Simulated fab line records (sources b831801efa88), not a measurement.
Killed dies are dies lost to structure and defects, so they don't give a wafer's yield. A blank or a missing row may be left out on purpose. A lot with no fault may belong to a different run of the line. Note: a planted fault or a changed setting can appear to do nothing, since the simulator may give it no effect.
The same fault as seen by 2 desks	flow gf180mcu	each desk has only its own numbers; what lay behind them comes last

THE METROLOGY DESK
Lot by lot, what the gauges showed, no matter which tool ran the lot: averages of those sampled wafers that carry a number. Marked OUT: a lot whose mean sits more than 4 standard deviations from the usual mean, which makes it out of limits; the brackets give that distance.
Columns: A = STI_OXIDATION_02_THK at GF_STI_THK_MEAS_30, usual 10.21 nm; B = MVSD_TW at GF_MVSD_TW_MEAS_11, usual 1567; C = VT_IMPLANT_03_OVL at GF_VT_IMPLANT_OVL_MEAS_40, usual 0.2 nm; D = MVSD_RS at GF_VT_IMPLANT_RS_MEAS_46, usual 456.4 ohm/sq; E = POLY_GATE_CVD_00_THK at GF_POLY_GATE_THK_MEAS_01, usual 200.3 nm
lot	first seen here	A	B	C	D	E
L692	day 2 07:08	9.79	1559	-0.7	456.2	201.3
L693	day 2 11:08	9.94	1562	-0.1	456.7	198.4
L694	day 2 16:08	10.09	1560	-0.9	454.9	200.2
L696	day 3 02:19	10.08	1565	-1.0	457.9	201.4
L697	day 3 08:12	10.07	1562	2.2	455.9	202.3
L700	day 3 23:29	10.24	1580	1.4	458.1	200.8
L701	day 4 04:57	10.40	1577	2.1	456.5	201.4
L703	day 4 13:45	10.21	1576	0.5	456.0	200.8
L707	day 5 14:04	10.36	1576	0.1	455.2	199.0
L708	day 5 20:31	10.32	1560	-1.6	457.8	201.1
L709	day 6 01:33	10.18	1734 (+21) OUT	-0.7	-	200.6
L710	day 6 05:44	10.07	1569	0.6	456.5	200.1
L711	day 6 08:37	10.08	1755 (+24) OUT	0.6	-	202.8
Per this desk, out of limits: L709, L711; the first was L709, day 8 17:46 (MVSD_TW at GF_MVSD_TW_MEAS_11). Within limits: L692, L693, L694, L696, L697, L700, L701, L703, L707, L708, L710.

DESK OF THE TOOL OWNER: implanter-02
The tool's own readings at GF_MVSD_IMPLANT_08: means of the sampled wafers that have a number, for each lot that ran on this tool. Marked OUT: a lot whose mean sits more than 4 standard deviations from the usual mean, which makes it out of limits; the brackets give that distance.
Columns: A = tilt deg at GF_MVSD_IMPLANT_08, usual -0.005 degrees
lot	first seen here	A
L694	day 4 21:19	-0.020
L700	day 6 08:16	-0.014
L701	day 6 15:11	0.000
L703	day 7 00:53	-0.013
L709	day 8 17:22	12.860 (+99 or more) OUT
L711	day 8 23:16	12.895 (+99 or more) OUT
This desk finds L709, L711 out of limits, L709 being first, at day 8 17:22 (tilt deg at GF_MVSD_IMPLANT_08). Within limits: L694, L700, L701, L703.

PUT TOGETHER
The tool owner's desk had the chance to raise an alarm at day 8 17:22 on L709, L711.
The metrology desk could have raised an alarm at day 8 17:46, on L709, L711.
GF_MVSD_IMPLANT_08 was run on implanter-02 by each of the lots named.

WHAT THE SIMULATOR HAD PUT IN
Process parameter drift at GF_MVSD_IMPLANT_08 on implanter-02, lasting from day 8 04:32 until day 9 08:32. Setting tilt deg shifted by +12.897 from 0. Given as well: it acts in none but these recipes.
Lots struck among those shown: L709, L711.
Time in hours from fault onset to the first out-of-limits reading at each desk: tool owner's desk 13, metrology desk 13.
